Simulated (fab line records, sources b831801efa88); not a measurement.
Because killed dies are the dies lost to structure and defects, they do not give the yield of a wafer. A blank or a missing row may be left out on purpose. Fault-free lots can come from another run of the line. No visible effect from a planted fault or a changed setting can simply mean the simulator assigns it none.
fab line records ; flow sfqLine
record lots=14; wafers=42; lastDay=95
route steps=325 shown R5@224 I6@277 M8@321
lots that met no fault: taken from a fault-free run of the same line
startH: hours from the record's opening day to when the first of the lot's shown wafers began ; waitH: how many hours have passed since the lot's step before this one ; " the same as in the row above ; L1.1+2: a row that stands for several wafers ; - value missing, or start not given ; * or withheld: withheld ; < > ~ a bound
route shown NAME@n: a module of which the file shows steps, and the number in the route of the first ; usual: mean and standard deviation over wafers with no fault ; same: alike in all rows ; chamber/n: place in a boat ; sites: the reading at each site ; _std_site: standard deviation across them ; _edge_site: the outer-site mean with the inner-site mean subtracted ; radiusMm: how far each site lies from the wafer's centre ; mask NAME#n: copy n ; behind: the last tool/chamber to shape the wafer ; hold: why the lot went on hold/how many hours it stayed there/how the hold came to an end ; device: the transistor (n, p or np) that didn't switch ; end of line: tests of these same wafers at the route's end ; a step with no rows: only its recipe ; killed: dies that structure and defects cost at the first sort, which is not the same as the wafer's yield ; map: a wafer's dies, marking killed ones x, the rest . and places with no die _
set.NAME: setting as actually run; set.NAME@STEP: the setting as run at that earlier step ; model.NAME: the simulator's own value behind a step, which no gauge read
the route's steps for a sample of lots (tables are steps, rows are wafers)
services: when a tool's chamber went out of use (startH, in hours from the record's first day, below 0 if earlier), for how many hours, and the reason
## steps
# step SFQ_TRILAYER_R5_BARC_OPEN_METAL_ETCH_177
# recipe maskMaterial=PR; chemistry=O2; targetDepthNm=125; target=BARC; icpW=600; biasW=80; pressureMtorr=10; timeS=41.7
# usual drypumpMotorCurrentA=5.7/0.42; oesProductAu=0.685/0.0044
# same timeS=41.7
lot.wafer;tool;chamber;startH;waitH;drypumpMotorCurrentA;oesProductAu;rfHoursCounterH
L290.2;rieMetal-02;1;1445.44;0.0;6.2;0.681;129
L290.3;rieMetal-02;1;1445.44;0.0;6.3;0.679;-
L290.4;rieMetal-02;0;1445.44;0.0;5.4;0.690;-
L291.3;rieMetal-03;0;1449.87;0.0;5.4;0.678;-
L291.4;rieMetal-03;1;1449.87;0.0;5.3;0.686;-
L291.6;rieMetal-03;0;1449.87;0.0;5.4;0.682;-
L296.4;rieMetal-03;1;1594.20;0.0;5.3;0.687;-
L296.5;rieMetal-03;0;1594.20;0.0;5.4;0.688;-
L296.6;rieMetal-03;1;1594.20;0.0;5.3;0.681;-
L298.1;rieMetal-03;1;1610.98;0.0;5.3;0.686;39
L298.4;rieMetal-03;1;1610.98;0.0;5.3;0.681;-
L298.5;rieMetal-03;1;1610.98;0.0;5.3;0.683;-
L300.3;rieMetal-02;1;1631.52;0.0;6.3;0.677;-
L300.4;rieMetal-02;0;1631.52;0.0;5.4;0.681;-
L300.5;rieMetal-02;1;1631.52;0.0;6.2;0.684;-
L303.1;rieMetal-03;1;1739.34;0.0;5.3;0.696;54
L303.3;rieMetal-03;1;1739.34;0.0;5.3;0.686;-
L303.4;rieMetal-03;0;1739.34;0.0;5.3;0.692;-
L305.1;rieMetal-02;0;1746.54;0.0;5.4;0.688;90
L305.2;rieMetal-02;1;1746.54;0.0;6.3;0.679;28
L305.6;rieMetal-02;0;1746.54;0.0;5.4;0.683;-
L307.2;rieMetal-04;0;1751.34;0.0;6.2;0.688;102
L307.3;rieMetal-04;1;1751.34;0.0;6.1;0.682;-
L307.4;rieMetal-04;0;1751.34;0.0;6.2;0.685;-
L308.1;rieMetal-04;0;1752.67;0.0;6.2;0.694;102
L308.5;rieMetal-04;0;1752.67;0.0;6.3;0.693;-
L308.6;rieMetal-04;1;1752.67;0.0;6.1;0.685;-
L309.1;rieMetal-03;1;1753.87;0.0;5.3;0.686;55
L309.2;rieMetal-03;0;1753.87;0.0;5.4;0.687;69
L309.5;rieMetal-03;1;1753.87;0.0;5.3;0.683;-
L310.2;rieMetal-02;1;1756.27;0.0;6.3;0.679;30
L310.4;rieMetal-02;1;1756.27;0.0;6.3;0.675;-
L310.6;rieMetal-02;1;1756.27;0.0;6.2;0.683;-
L311.2;rieMetal-03;1;1773.07;0.0;5.3;0.679;59
L311.3;rieMetal-03;1;1773.07;0.0;5.3;0.694;-
L311.4;rieMetal-03;0;1773.07;0.0;5.3;0.686;-
L312.3;rieMetal-04;0;1776.71;0.1;6.2;0.683;-
L312.4;rieMetal-04;0;1776.71;0.1;6.2;0.687;-
L312.6;rieMetal-04;0;1776.71;0.1;6.2;0.689;-
L313.1;rieMetal-02;0;1780.27;0.0;5.4;0.686;97
L313.3;rieMetal-02;1;1780.27;0.0;6.2;0.683;-
L313.6;rieMetal-02;0;1780.27;0.0;5.4;0.685;-
# step SFQ_TRILAYER_I6_VIA_BARC_OPEN_VIA_ETCH_235
# recipe maskMaterial=PR; chemistry=O2; targetDepthNm=125; target=BARC; sourceW=500; biasW=80; pressureMtorr=30; timeS=41.7
# usual drypumpMotorCurrentA=5.6/0.43; oesProductAu=0.684/0.0043
# same timeS=41.7
lot.wafer;tool;chamber;startH;waitH;drypumpMotorCurrentA;oesProductAu;rfHoursCounterH
L290.2;rieDiel-02;1;1606.74;0.0;5.9;0.690;20
L290.3;rieDiel-02;2;1606.74;0.0;5.1;0.686;15
L290.4;rieDiel-02;0;1606.74;0.0;5.6;0.687;13
L291.3;rieDiel-04;3;1781.34;0.0;4.9;0.678;6
L291.4;rieDiel-04;1;1781.34;0.0;5.6;0.673;17
L291.6;rieDiel-04;3;1781.34;0.0;4.9;0.683;-
L296.4;rieDiel-03;1;1917.13;0.0;5.7;0.685;21
L296.5;rieDiel-03;0;1917.13;0.0;5.6;0.681;-
L296.6;rieDiel-03;1;1917.13;0.0;5.7;0.686;-
L298.1;rieDiel-03;1;1935.91;0.0;5.7;0.683;22
L298.4;rieDiel-03;0;1935.91;0.0;5.7;0.693;17
L298.5;rieDiel-03;2;1935.91;0.0;5.6;0.692;-
L300.3;rieDiel-03;2;1953.91;0.0;5.5;0.686;4
L300.4;rieDiel-03;3;1953.91;0.0;5.9;0.687;12
L300.5;rieDiel-03;3;1953.91;0.0;5.9;0.674;-
L303.1;rieDiel-04;3;1967.86;0.0;4.9;0.683;9
L303.3;rieDiel-04;2;1967.86;0.0;4.7;0.685;5
L303.4;rieDiel-04;1;1967.86;0.0;5.6;0.683;1
L305.1;rieDiel-02;2;1978.66;0.0;5.1;0.689;20
L305.2;rieDiel-02;3;1978.66;0.0;6.0;0.689;10
L305.6;rieDiel-02;0;1978.66;0.0;5.6;0.680;-
L307.2;rieDiel-02;0;1990.66;0.0;5.7;0.682;18
L307.3;rieDiel-02;1;1990.66;0.0;5.9;0.683;5
L307.4;rieDiel-02;3;1990.66;0.0;6.0;0.690;10
L308.1;rieDiel-03;3;1993.06;0.0;5.9;0.688;13
L308.5;rieDiel-03;0;1993.06;0.0;5.7;0.676;-
L308.6;rieDiel-03;3;1993.06;0.0;5.9;0.686;-
L309.1;rieDiel-02;1;1999.06;0.0;5.9;0.686;5
L309.2;rieDiel-02;2;1999.06;0.0;5.1;0.685;21
L309.5;rieDiel-02;2;1999.06;0.0;5.1;0.684;-
L310.2;rieDiel-03;1;2002.66;0.0;5.7;0.685;0
L310.4;rieDiel-03;2;2002.66;0.0;5.5;0.690;6
L310.6;rieDiel-03;1;2002.66;0.0;5.8;0.681;-
L311.2;rieDiel-03;2;2018.31;0.0;5.5;0.684;6
L311.3;rieDiel-03;3;2018.31;0.0;5.9;0.681;14
L311.4;rieDiel-03;0;2018.31;0.0;5.6;0.683;19
L312.3;rieDiel-04;2;2021.86;0.0;4.7;0.682;6
L312.4;rieDiel-04;3;2021.86;0.0;4.9;0.687;-
L312.6;rieDiel-04;1;2021.86;0.0;5.6;0.689;-
L313.1;rieDiel-03;3;2023.06;0.0;5.9;0.687;14
L313.3;rieDiel-03;2;2023.06;0.0;5.5;0.683;6
L313.6;rieDiel-03;2;2023.06;0.0;5.5;0.686;-
# step SFQ_TRILAYER_I6_VIA_STRIP_STRIP_173
# recipe gas=O2; powerW=200; platenTempC=40; overashFraction=0.65; chemistry=O2; pressureMtorr=50
# usual drypumpMotorCurrentA=5.8/0.42; oesProductAu=1.001/0.0084
lot.wafer;tool;chamber;startH;waitH;drypumpMotorCurrentA;oesProductAu;rfHoursCounterH
L290.2;rieMetal-02;0;1606.90;-;5.4;1.009;72
L290.3;rieMetal-02;0;1606.90;-;5.4;1.003;-
L290.4;rieMetal-02;1;1606.90;-;6.2;1.010;-
L291.3;rieMetal-04;0;1781.89;-;6.2;1.014;-
L291.4;rieMetal-04;0;1781.89;-;6.2;1.021;-
L291.6;rieMetal-04;0;1781.89;-;6.2;1.023;-
L296.4;rieMetal-02;1;1917.49;-;6.3;0.997;-
L296.5;rieMetal-02;0;1917.49;-;5.4;1.000;-
L296.6;rieMetal-02;1;1917.49;-;6.3;1.002;-
L298.1;rieMetal-02;1;1936.06;-;6.2;1.003;58
L298.4;rieMetal-02;0;1936.06;-;5.4;1.003;-
L298.5;rieMetal-02;0;1936.06;-;5.4;1.013;-
L300.3;rieMetal-02;1;1954.33;-;6.2;0.998;-
L300.4;rieMetal-02;0;1954.33;-;5.4;0.994;-
L300.5;rieMetal-02;1;1954.33;-;6.3;0.997;-
L303.1;rieMetal-03;0;1968.01;-;5.4;0.997;101
L303.3;rieMetal-03;0;1968.01;-;5.4;0.999;-
L303.4;rieMetal-03;1;1968.01;-;5.3;0.996;-
L305.1;rieMetal-04;0;1978.81;-;6.2;1.003;2
L305.2;rieMetal-04;1;1978.81;-;6.1;0.998;33
L305.6;rieMetal-04;1;1978.81;-;6.1;0.996;-
L307.2;rieMetal-02;1;1990.81;-;6.2;1.013;68
L307.3;rieMetal-02;1;1990.81;-;6.2;1.012;-
L307.4;rieMetal-02;0;1990.81;-;5.4;0.999;-
L308.1;rieMetal-04;1;1993.21;-;6.1;0.996;36
L308.5;rieMetal-04;1;1993.21;-;6.0;0.994;-
L308.6;rieMetal-04;0;1993.21;-;6.2;1.010;-
L309.1;rieMetal-03;0;1999.21;-;5.4;0.999;106
L309.2;rieMetal-03;1;1999.21;-;5.3;0.989;92
L309.5;rieMetal-03;1;1999.21;-;5.3;0.986;-
L310.2;rieMetal-02;0;2002.81;-;5.4;1.000;133
L310.4;rieMetal-02;0;2002.81;-;5.4;1.008;-
L310.6;rieMetal-02;0;2002.81;-;5.4;1.006;-
L311.2;rieMetal-04;1;2018.46;-;6.1;1.006;41
L311.3;rieMetal-04;0;2018.46;-;6.2;1.019;-
L311.4;rieMetal-04;1;2018.46;-;6.1;1.011;-
L312.3;rieMetal-03;1;2022.21;-;5.3;0.991;-
L312.4;rieMetal-03;0;2022.21;-;5.4;0.997;-
L312.6;rieMetal-03;1;2022.21;-;5.3;1.004;-
L313.1;rieMetal-04;0;2023.21;-;6.2;1.008;11
L313.3;rieMetal-04;1;2023.21;-;6.0;1.006;-
L313.6;rieMetal-04;1;2023.21;-;6.0;1.002;-
# step SFQ_TRILAYER_M8_DEP_EVAP_196
# recipe material=Au; angularSpreadDeg=1; targetThkNm=180; timeS=900; powerW=2000
lot.wafer;tool;chamber;startH;waitH
L290.2+3+4;pvdSputter-01;-;1909.33;0.1
L291.3+4+6;pvdSputter-02;-;1985.88;0.1
L296.4+5+6;pvdSputter-01;-;2091.57;0.1
L298.1+4+5;pvdSputter-01;-;2107.17;0.1
L300.3+4+5;pvdSputter-01;-;2121.35;0.1
L303.1+3+4;pvdSputter-02;-;2129.97;0.1
L305.1+2+6;pvdSputter-02;-;2142.10;0.1
L307.2+3+4;pvdSputter-02;-;2218.12;0.1
L308.1+5+6;pvdSputter-01;-;2224.55;0.1
L309.1+2+5;pvdSputter-02;-;2234.15;0.1
L310.2+4+6;pvdSputter-01;-;2243.75;0.1
L311.2+3+4;pvdSputter-02;-;2266.96;1.5
L312.3+4+6;pvdSputter-01;-;2270.36;0.1
L313.1+3+6;pvdSputter-02;-;2271.56;0.1
# step SFQ_M8_RS_MEAS_949
# recipe thkMeasGauge=four-point-probe; reads=Au_of_TRILAYER_M8_DEP_EVAP_196+Pt_of_TRILAYER_M8_DEP_EVAP_198+Ti_of_TRILAYER_M8_DEP_EVAP_197
# usual M8_AU_RS=0.1534/0.0018
lot.wafer;tool;chamber;startH;waitH;M8_AU_RS[ohm/sq]
L290.2;filmMetro-04;-;1909.87;0.3;0.1524
L290.3;filmMetro-04;-;1909.87;0.3;0.1535
L290.4;filmMetro-04;-;1909.87;0.3;0.1529
L291.3;filmMetro-04;-;1986.44;0.3;0.1538
L291.4;filmMetro-04;-;1986.44;0.3;0.1516
L291.6;filmMetro-04;-;1986.44;0.3;0.1524
L296.4;filmMetro-04;-;2092.15;0.3;0.1526
L296.5;filmMetro-04;-;2092.15;0.3;0.1526
L296.6;filmMetro-04;-;2092.15;0.3;0.1519
L298.1;filmMetro-03;-;2107.69;0.3;0.1270
L298.4;filmMetro-03;-;2107.69;0.3;0.1294
L298.5;filmMetro-03;-;2107.69;0.3;0.1528
L300.3;filmMetro-01;-;2121.91;0.3;0.1518
L300.4;filmMetro-01;-;2121.91;0.3;0.1320
L300.5;filmMetro-01;-;2121.91;0.3;0.1524
L303.1;filmMetro-01;-;2130.49;0.3;0.1530
L303.3;filmMetro-01;-;2130.49;0.3;0.1530
L303.4;filmMetro-01;-;2130.49;0.3;0.1516
L305.1;filmMetro-01;-;2142.61;0.3;0.1529
L305.2;filmMetro-01;-;2142.61;0.3;0.1525
L305.6;filmMetro-01;-;2142.61;0.3;0.1537
L307.2;filmMetro-01;-;2218.66;0.3;0.1528
L307.3;filmMetro-01;-;2218.66;0.3;0.1537
L307.4;filmMetro-01;-;2218.66;0.3;0.1521
L308.1;filmMetro-01;-;2225.07;0.3;0.1526
L308.5;filmMetro-01;-;2225.07;0.3;0.1513
L308.6;filmMetro-01;-;2225.07;0.3;0.1546
L309.1;filmMetro-04;-;2234.67;0.3;0.1549
L309.2;filmMetro-04;-;2234.67;0.3;0.1550
L309.5;filmMetro-04;-;2234.67;0.3;0.1556
L310.2;filmMetro-04;-;2244.29;0.3;0.1531
L310.4;filmMetro-04;-;2244.29;0.3;0.1554
L310.6;filmMetro-04;-;2244.29;0.3;0.1524
L311.2;filmMetro-01;-;2267.49;0.3;0.1526
L311.3;filmMetro-01;-;2267.49;0.3;0.1532
L311.4;filmMetro-01;-;2267.49;0.3;0.1530
L312.3;filmMetro-03;-;2270.92;0.3;0.1558
L312.4;filmMetro-03;-;2270.92;0.3;0.1550
L312.6;filmMetro-03;-;2270.92;0.3;0.1555
L313.1;filmMetro-03;-;2272.08;0.3;0.1540
L313.3;filmMetro-03;-;2272.08;0.3;0.1547
L313.6;filmMetro-03;-;2272.08;0.3;0.1540
# step SFQ_M8_THK_MEAS_950
# recipe thkMeasGauge=xrf; reads=Au_of_TRILAYER_M8_DEP_EVAP_196
# usual M8_AU_THK=175.4/2.3
lot.wafer;tool;chamber;startH;waitH;M8_AU_THK[nm]
L290.2;filmMetro-04;-;1909.98;0.1;177.5
L290.3;filmMetro-04;-;1909.98;0.1;176.8
L290.4;filmMetro-04;-;1909.98;0.1;176.2
L291.3;filmMetro-04;-;1986.54;0.1;175.8
L291.4;filmMetro-04;-;1986.54;0.1;178.9
L291.6;filmMetro-04;-;1986.54;0.1;177.1
L296.4;filmMetro-04;-;2092.24;0.1;177.2
L296.5;filmMetro-04;-;2092.24;0.1;175.8
L296.6;filmMetro-04;-;2092.24;0.1;177.6
L298.1;filmMetro-03;-;2107.81;0.1;212.6
L298.4;filmMetro-03;-;2107.81;0.1;209.0
L298.5;filmMetro-03;-;2107.81;0.1;178.1
L300.3;filmMetro-01;-;2122.01;0.1;176.8
L300.4;filmMetro-01;-;2122.01;0.1;201.7
L300.5;filmMetro-01;-;2122.01;0.1;175.8
L303.1;filmMetro-01;-;2130.61;0.1;175.3
L303.3;filmMetro-01;-;2130.61;0.1;175.9
L303.4;filmMetro-01;-;2130.61;0.1;177.4
L305.1;filmMetro-01;-;2142.73;0.1;174.9
L305.2;filmMetro-01;-;2142.73;0.1;175.7
L305.6;filmMetro-01;-;2142.73;0.1;174.8
L307.2;filmMetro-01;-;2218.77;0.1;175.2
L307.3;filmMetro-01;-;2218.77;0.1;174.2
L307.4;filmMetro-01;-;2218.77;0.1;176.0
L308.1;filmMetro-01;-;2225.19;0.1;175.9
L308.5;filmMetro-01;-;2225.19;0.1;177.0
L308.6;filmMetro-01;-;2225.19;0.1;173.7
L309.1;filmMetro-04;-;2234.79;0.1;173.4
L309.2;filmMetro-04;-;2234.79;0.1;173.4
L309.5;filmMetro-04;-;2234.79;0.1;172.3
L310.2;filmMetro-04;-;2244.40;0.1;176.4
L310.4;filmMetro-04;-;2244.40;0.1;174.1
L310.6;filmMetro-04;-;2244.40;0.1;176.4
L311.2;filmMetro-01;-;2267.60;0.1;175.1
L311.3;filmMetro-01;-;2267.60;0.1;173.5
L311.4;filmMetro-01;-;2267.60;0.1;174.5
L312.3;filmMetro-03;-;2271.02;0.1;172.9
L312.4;filmMetro-03;-;2271.02;0.1;173.9
L312.6;filmMetro-03;-;2271.02;0.1;174.1
L313.1;filmMetro-03;-;2272.20;0.1;176.0
L313.3;filmMetro-03;-;2272.20;0.1;175.2
L313.6;filmMetro-03;-;2272.20;0.1;174.4
## services
tool;chamber;startH;hours;kind
pvdSputter-01;-;1431.72;3.7;repair
pvdSputter-02;-;1441.49;32.7;repair
pvdSputter-02;-;1456.12;1.1;repair
rieDiel-03;1;1491.27;6.5;repair
rieMetal-04;1;1535.69;44.0;repair
rieMetal-04;-;1545.24;0.8;repair
rieMetal-04;0;1545.38;7.4;repair
rieDiel-03;2;1560.16;5.5;repair
rieMetal-03;-;1581.35;2.8;pm
rieDiel-03;1;1617.87;7.2;repair
pvdSputter-02;-;1619.49;1.9;repair
rieMetal-03;0;1642.64;11.3;repair
rieDiel-03;2;1650.31;43.5;repair
rieDiel-03;1;1651.54;3.9;repair
rieDiel-03;0;1652.08;14.7;repair
rieMetal-02;1;1724.98;5.9;repair
rieMetal-03;1;1740.91;10.2;repair
rieMetal-03;1;2006.65;2.2;repair
rieMetal-04;-;2010.27;0.1;repair
rieMetal-02;-;2067.98;1.4;repair
rieMetal-04;-;2111.02;1.4;pm
rieMetal-02;-;2137.86;28.1;pm
rieMetal-02;-;2165.96;2.8;pm
rieMetal-04;-;2199.68;2.8;pm
## key
firstSign step=SFQ_M8_RS_MEAS_949; reading=M8_AU_RS; direction=down; sigmas=14; usual=0.1534; struck=0.1295
effect step=SFQ_M8_THK_MEAS_950; reading=M8_AU_THK; direction=up; sigmas=14; usual=175.4; struck=207.8
metAt SFQ_TRILAYER_M8_DEP_EVAP_196
struckLots L298,L300
struckWafers L298.1,L298.4,L300.4
notActingAt SFQ_TRILAYER_R5_BARC_OPEN_METAL_ETCH_177,SFQ_TRILAYER_I6_VIA_BARC_OPEN_VIA_ETCH_235,SFQ_TRILAYER_I6_VIA_STRIP_STRIP_173
onsetBetween 2091.57 2107.17
fault kind=processParameterDrift; tool=pvdSputter-01; chamber=-; onsetH=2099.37; steps=SFQ_TRILAYER_M8_DEP_EVAP_196; channel=timeS; offset=*; shape=step; endH=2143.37; scope=struckWafersOnly; actsIn=*; stated=*
